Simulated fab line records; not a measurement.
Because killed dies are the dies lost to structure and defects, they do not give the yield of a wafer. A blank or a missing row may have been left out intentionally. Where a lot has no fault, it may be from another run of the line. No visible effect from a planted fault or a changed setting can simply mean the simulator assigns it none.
Matching of chambers	flow sky130	SKY_VIA4_CMP_02 on cmp-01 has 4 sister chambers
The step polishes SiO2. 27 wafers are shown with their chamber, then 12 later ones without.

WAFERS PAIRED WITH THEIR CHAMBERS
wafer	chamber	motorCurrentA (A)	slurryFilterDpKPa (kPa)
L076.4	2	9.5	13.10
L076.5	1	11.1	13.47
L076.6	0	12.2	13.38
L078.1	3	11.7	13.63
L078.4	1	11.2	13.27
L078.6	3	11.2	13.61
L081.2	1	11.0	13.64
L081.4	0	12.9	13.49
L081.6	2	8.9	13.34
L082.1	1	10.9	13.57
L082.2	0	12.9	13.43
L082.5	3	11.8	13.46
L083.3	3	11.9	13.31
L083.4	2	8.8	13.21
L083.6	1	10.8	13.47
L084.4	0	12.2	13.57
L084.5	1	10.6	13.49
L084.6	2	9.2	13.43
L085.2	1	10.9	13.32
L085.4	3	11.8	13.24
L085.6	1	11.1	13.48
L086.2	3	11.6	13.47
L086.3	0	12.6	13.39
L086.6	3	12.0	13.52
L088.3	1	10.6	13.66
L088.5	3	11.6	13.42
L088.6	2	9.4	13.81

SIGNATURES (means of the wafers above)
reading	chamber 0	chamber 1	chamber 2	chamber 3	scatter within a chamber
motorCurrentA	12.560	10.911	9.160	11.700	0.268
slurryFilterDpKPa	13.4520	13.4856	13.3780	13.4575	0.159
Rule: a wafer lies at a distance from a chamber equal to the root of the sum of squares, over the readings, of (its reading less the chamber's mean, divided by the reading's scatter). If the next closest chamber is less than 2 further off than the closest, the wafer can't be placed; otherwise it belongs to the closest. The scatter is the square root of a quotient: the sum, over the shown wafers, of each reading's squared deviation from its chamber's mean, divided by wafers minus chambers.

WAFERS WITH NO CHAMBER GIVEN
wafer	motorCurrentA (A)	slurryFilterDpKPa (kPa)
L089.3	12.4	13.43
L089.4	11.8	13.50
L089.6	12.0	13.54
L092.1	8.9	13.35
L092.2	12.2	13.68
L092.6	12.9	13.35
L093.3	9.4	13.56
L093.4	12.9	13.53
L093.6	9.6	13.57
L094.1	10.8	13.36
L094.3	11.8	13.53
L094.6	11.8	13.43

THE CHAMBER EACH PASSED THROUGH
wafer	from the rows above	in truth
L089.3	0	0
L089.4	3	3
L089.6	can't be placed: 3 or 0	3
L092.1	2	2
L092.2	can't be placed: 0 or 3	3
L092.6	0	0
L093.3	2	2
L093.4	0	0
L093.6	2	2
L094.1	1	1
L094.3	3	3
L094.6	3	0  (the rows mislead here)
9 of 12 placed correctly. From these rows, 2 cannot be placed; in 2 the true chamber is one of the candidates. Wrongly placed: 1.
